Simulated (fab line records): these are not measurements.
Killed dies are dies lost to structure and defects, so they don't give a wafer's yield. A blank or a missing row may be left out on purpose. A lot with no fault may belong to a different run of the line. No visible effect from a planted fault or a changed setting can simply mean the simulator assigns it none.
2 desks, one fault / flow sky130 / every desk sees just its own numbers, and what lay behind them comes last

TOOL OWNER'S DESK, litho_track-04
The tool's own readings at SKY_RES_XHIGH_COAT_02 (resist thk 1140 nm): means of the sampled wafers that have a number, for each lot that ran on this tool. A lot is out of limits, marked OUT, if its mean lies more than 4 standard deviations from the usual mean; the brackets give that distance.
Columns: A = spin_speed_rpm at SKY_RES_XHIGH_COAT_02, usual 3000.3 rpm
lot=L995; first seen here=day 27 11:20; A=2999.0
lot=L102; first seen here=day 29 08:43; A=3070.4 (+29) OUT
lot=L103; first seen here=day 29 21:25; A=3069.7 (+29) OUT
Finding of this desk: L102, L103 out of limits; the first was L102 at day 29 08:43, on spin_speed_rpm at SKY_RES_XHIGH_COAT_02. L995: within limits.

METROLOGY DESK
What the gauges read for every lot (on any tool): the sampled wafers with a number, averaged. A lot is out of limits, marked OUT, if its mean lies more than 4 standard deviations from the usual mean; the brackets give that distance.
Columns: A = cd_nm at SKY_SD_P_CD_MEAS_07, usual 379.0 nm; B = SD_P_OVL at SKY_SD_P_OVL_MEAS_08, usual -0.1 nm; C = SD_P_TW at SKY_SD_P_TW_MEAS_11, usual 2815
lot=L995; first seen here=day 26 21:10; A=377.9; B=0.5; C=2795
lot=L999; first seen here=day 28 00:47; A=381.7; B=-0.2; C=2793
lot=L102; first seen here=day 28 21:13; A=376.9; B=0.6; C=2792
lot=L103; first seen here=day 29 05:43; A=377.3; B=0.9; C=2841
lot=L110; first seen here=day 31 15:22; A=378.6; B=-1.1; C=2812
lot=L114; first seen here=day 32 22:29; A=383.2; B=-0.6; C=2807
Result from this desk: across the 6 lots, nothing is out of limits.

PUT TOGETHER
At day 29 08:43, on L102, L103, the tool owner's desk was in a position to raise an alarm.
Nothing out of limits was seen by the metrology desk.
The metrology desk has L102, L103 on record, within its limits.
The lots listed all ran SKY_RES_XHIGH_COAT_02 on litho_track-04.

WHAT HAD BEEN PUT IN BY THE SIMULATOR
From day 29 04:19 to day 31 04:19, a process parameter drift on litho_track-04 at SKY_RES_XHIGH_COAT_02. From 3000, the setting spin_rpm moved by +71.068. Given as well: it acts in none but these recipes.
Lots struck among those shown: L102, L103.
Time in hours from fault onset to the first out-of-limits reading at each desk: the tool owner's desk, 4.
